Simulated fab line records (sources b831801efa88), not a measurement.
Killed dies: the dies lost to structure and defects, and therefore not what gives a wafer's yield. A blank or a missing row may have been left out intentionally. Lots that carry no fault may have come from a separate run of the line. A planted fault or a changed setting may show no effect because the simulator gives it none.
Which of the tools did it? | flow sky130 | 6 lots with 18 wafers sampled at 2 steps, on a route of 708 steps

## WHAT EACH GAUGE READ, for each wafer
SKY_VT_ADJUST_LVTN_TW_MEAS_10.
lot  | measured     | on            | VT_ADJUST_LVTN_TW
L290 | day 7 17:25  | film-metro-01 | 245.2 245.0 246.0
L296 | day 8 10:55  | film-metro-01 | 245.1 244.9 244.2
L298 | day 9 04:09  | film-metro-01 | 244.7 244.3 244.0
L303 | day 10 10:16 | film-metro-02 | 224.5 225.2 225.5
L308 | day 11 20:07 | film-metro-03 | 242.5 243.1 242.1
L311 | day 12 19:18 | film-metro-01 | 245.5 244.2 245.7

## WHAT TOOL EACH LOT RAN ON (gives the tool, then ch and the chambers of the sampled wafers, and finally the start)
lot  | SKY_VT_ADJUST_LVTN_IMPLANT_08
L290 | implanter-03 ch 0, day 7 17:12
L296 | implanter-04 ch 0, day 8 10:40
L298 | implanter-03 ch 0, day 9 03:54
L303 | implanter-03 ch 0, day 10 10:02
L308 | implanter-02 ch 0, day 11 19:48
L311 | implanter-04 ch 0, day 12 19:03
- SKY_VT_ADJUST_LVTN_IMPLANT_08

## THE ANSWER, worked out from the rows above alone
Rule: usual is defined by the lots themselves. The widest of any qualifying gaps counts: lots, ordered by their means at a reading, are off when they make up no more than a third of the lots, leave a main group of 4 or more, and stand apart from it by 3 or more times the standard deviation of that group's means. The tables above print the reading to a certain number of digits; a main group whose means all agree to those digits is not used. Also off: a lot with no number at a reading for which 4 or more lots have one. All remaining lots with rows at the step are treated as sound.
Off: L303, at SKY_VT_ADJUST_LVTN_TW_MEAS_10 (VT_ADJUST_LVTN_TW). The main group has a mean of 244.4 with a standard deviation of 1.
If a tool, at a process step before that reading, ran all the lots that are off and no sound lot after the first of them, it fits. The gauges at SKY_VT_ADJUST_LVTN_TW_MEAS_10 are tried like those tools. Undecided on this evidence; 2 tools fit (implanter-03 at SKY_VT_ADJUST_LVTN_IMPLANT_08, film-metro-02 at SKY_VT_ADJUST_LVTN_TW_MEAS_10).

## WHAT THE SIMULATOR HAD PUT IN
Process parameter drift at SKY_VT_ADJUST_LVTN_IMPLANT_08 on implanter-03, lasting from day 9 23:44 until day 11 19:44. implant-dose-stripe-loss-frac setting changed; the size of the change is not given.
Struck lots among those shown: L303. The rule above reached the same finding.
